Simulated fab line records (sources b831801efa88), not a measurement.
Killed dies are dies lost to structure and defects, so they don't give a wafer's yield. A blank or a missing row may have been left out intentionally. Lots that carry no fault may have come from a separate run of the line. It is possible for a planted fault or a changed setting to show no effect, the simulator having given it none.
Matching of chambers :: flow gf180mcu :: GF_STI_CMP_25 on cmp-02: 4 sister chambers
The step polishes, stops on Si3N4, t overpolish 33 s, target thk 524.6 nm. 14 wafers are shown with their chamber, then 7 later ones without.

EACH WAFER AND ITS CHAMBER
wafer: L617.2
chamber: 0
motorCurrentA (A): 10.9
timeToEndpointS (s): 120
overpolishRunS (s): 32.995

wafer: L617.3
chamber: 3
motorCurrentA (A): 12.3
timeToEndpointS (s): 120
overpolishRunS (s): 33.019

wafer: L617.5
chamber: 0
motorCurrentA (A): 11.3
timeToEndpointS (s): 121
overpolishRunS (s): 32.992

wafer: L619.1
chamber: 0
motorCurrentA (A): 10.8
timeToEndpointS (s): 124
overpolishRunS (s): 32.990

wafer: L619.2
chamber: 1
motorCurrentA (A): 14.2
timeToEndpointS (s): 121
overpolishRunS (s): 32.989

wafer: L619.4
chamber: 2
motorCurrentA (A): 10.2
timeToEndpointS (s): 124
overpolishRunS (s): 32.995

wafer: L622.1
chamber: 3
motorCurrentA (A): 11.5
timeToEndpointS (s): 115
overpolishRunS (s): 32.995

wafer: L622.3
chamber: 2
motorCurrentA (A): 10.3
timeToEndpointS (s): 125
overpolishRunS (s): 33.002

wafer: L622.4
chamber: 1
motorCurrentA (A): 14.0
timeToEndpointS (s): 122
overpolishRunS (s): 32.978

wafer: L625.2
chamber: 1
motorCurrentA (A): 14.6
timeToEndpointS (s): 119
overpolishRunS (s): 33.013

wafer: L625.3
chamber: 3
motorCurrentA (A): 12.0
timeToEndpointS (s): 117
overpolishRunS (s): 32.996

wafer: L625.5
chamber: 0
motorCurrentA (A): 11.3
timeToEndpointS (s): 123
overpolishRunS (s): 33.002

wafer: L630.1
chamber: 3
motorCurrentA (A): 12.9
timeToEndpointS (s): 121
overpolishRunS (s): 32.990

wafer: L630.4
chamber: 2
motorCurrentA (A): 10.5
timeToEndpointS (s): 124
overpolishRunS (s): 33.008

SIGNATURES (averages over the wafers above)
reading: motorCurrentA
chamber 0: 11.075
chamber 1: 14.267
chamber 2: 10.333
chamber 3: 12.175
scatter within a chamber: 0.383

reading: timeToEndpointS
chamber 0: 122.00
chamber 1: 120.67
chamber 2: 124.33
chamber 3: 118.25
scatter within a chamber: 1.95

reading: overpolishRunS
chamber 0: 32.99475
chamber 1: 32.99333
chamber 2: 33.00167
chamber 3: 33.00000
scatter within a chamber: 0.0114
Rule: for a wafer and a chamber, the distance is found by dividing, reading by reading, the gap between the wafer's reading and the chamber's mean by the reading's scatter, squaring, summing and taking the root. The wafer belongs to the nearest chamber; if the next one is less than 2 further off, it can't be placed. The scatter: take each reading less its chamber's mean, square it, sum over the shown wafers, divide by the number of wafers less the number of chambers, and take the root.

WAFERS WHOSE CHAMBER IS MISSING
wafer: L630.6
motorCurrentA (A): 10.0
timeToEndpointS (s): 121
overpolishRunS (s): 33.002

wafer: L631.4
motorCurrentA (A): 9.9
timeToEndpointS (s): 124
overpolishRunS (s): 32.997

wafer: L631.5
motorCurrentA (A): 12.1
timeToEndpointS (s): 116
overpolishRunS (s): 32.992

wafer: L631.6
motorCurrentA (A): 10.6
timeToEndpointS (s): 125
overpolishRunS (s): 32.978

wafer: L633.1
motorCurrentA (A): 13.5
timeToEndpointS (s): 125
overpolishRunS (s): 32.996

wafer: L633.3
motorCurrentA (A): 10.7
timeToEndpointS (s): 120
overpolishRunS (s): 33.005

wafer: L633.6
motorCurrentA (A): 12.0
timeToEndpointS (s): 119
overpolishRunS (s): 33.003

WHICH CHAMBER EACH WENT THROUGH
wafer: L630.6
from the rows above: can't be placed: 2 or 0
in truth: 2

wafer: L631.4
from the rows above: 2
in truth: 2

wafer: L631.5
from the rows above: 3
in truth: 3

wafer: L631.6
from the rows above: can't be placed: 2 or 0
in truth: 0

wafer: L633.1
from the rows above: can't be placed: 1 or 3
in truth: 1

wafer: L633.3
from the rows above: can't be placed: 0 or 2
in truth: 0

wafer: L633.6
from the rows above: 3
in truth: 3
Placed correctly: 3 of 7. Can't be placed from these rows: 4 (the true chamber is among the candidates in 4). Number placed wrongly: 0.
